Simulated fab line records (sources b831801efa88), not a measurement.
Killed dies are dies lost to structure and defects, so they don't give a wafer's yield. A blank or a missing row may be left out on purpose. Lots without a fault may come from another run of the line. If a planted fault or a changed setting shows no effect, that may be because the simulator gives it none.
Chamber matching -- flow gf180mcu -- GF_V2_CMP_26 on cmp-01 has 4 sister chambers
The step polishes, stops on SiO2, t overpolish 15 s, target thk 0 nm. 8 wafers are shown with their chamber, then 8 later ones without.

== WAFERS PAIRED WITH THEIR CHAMBERS ==
wafer,chamber,motor_current_A (A),overpolish_run_s (s)
L654.1,3,12.0,14.998
L656.6,3,12.6,14.999
L657.6,2,11.6,14.999
L660.4,1,12.3,14.998
L664.1,0,10.9,15.013
L664.2,1,12.6,15.000
L664.3,2,11.3,15.008
L667.2,0,11.3,14.993

== WAFERS WITHOUT THEIR CHAMBER ==
wafer,motor_current_A (A),overpolish_run_s (s)
L667.3,12.1,15.000
L667.4,12.0,14.999
L668.2,12.1,15.014
L668.3,11.4,15.005
L668.6,11.7,14.995
L670.2,11.1,15.003
L670.3,12.1,14.996
L670.4,12.3,15.014

== EACH ONE'S CHAMBER ==
wafer,from the rows above,in truth
L667.3,can't be placed: 3 or 1 or 2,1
L667.4,can't be placed: 3 or 1 or 2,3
L668.2,can't be placed: 3 or 1 or 2 or 0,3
L668.3,can't be placed: 2 or 0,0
L668.6,can't be placed: 2 or 3 or 0 or 1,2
L670.2,can't be placed: 0 or 2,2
L670.3,can't be placed: 3 or 1 or 2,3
L670.4,can't be placed: 3 or 1 or 2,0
Correctly placed: 0 of 8. Can't be placed from these rows: 8 (the true chamber is among the candidates in 7). 0 placed wrongly.
How it was worked out, from the rows above alone: a wafer's distance from a chamber is the root of the sum, over the readings, of the square of ((its reading less the chamber's mean) divided by the reading's scatter). If the next closest chamber is less than 2 further off than the closest, the wafer can't be placed; otherwise it belongs to the closest. Each chamber's mean is taken over the wafers shown for it. How the scatter is found: for the shown wafers, subtract from each reading the mean of its chamber, square and add these, divide the total by (wafers less chambers), then take the root.
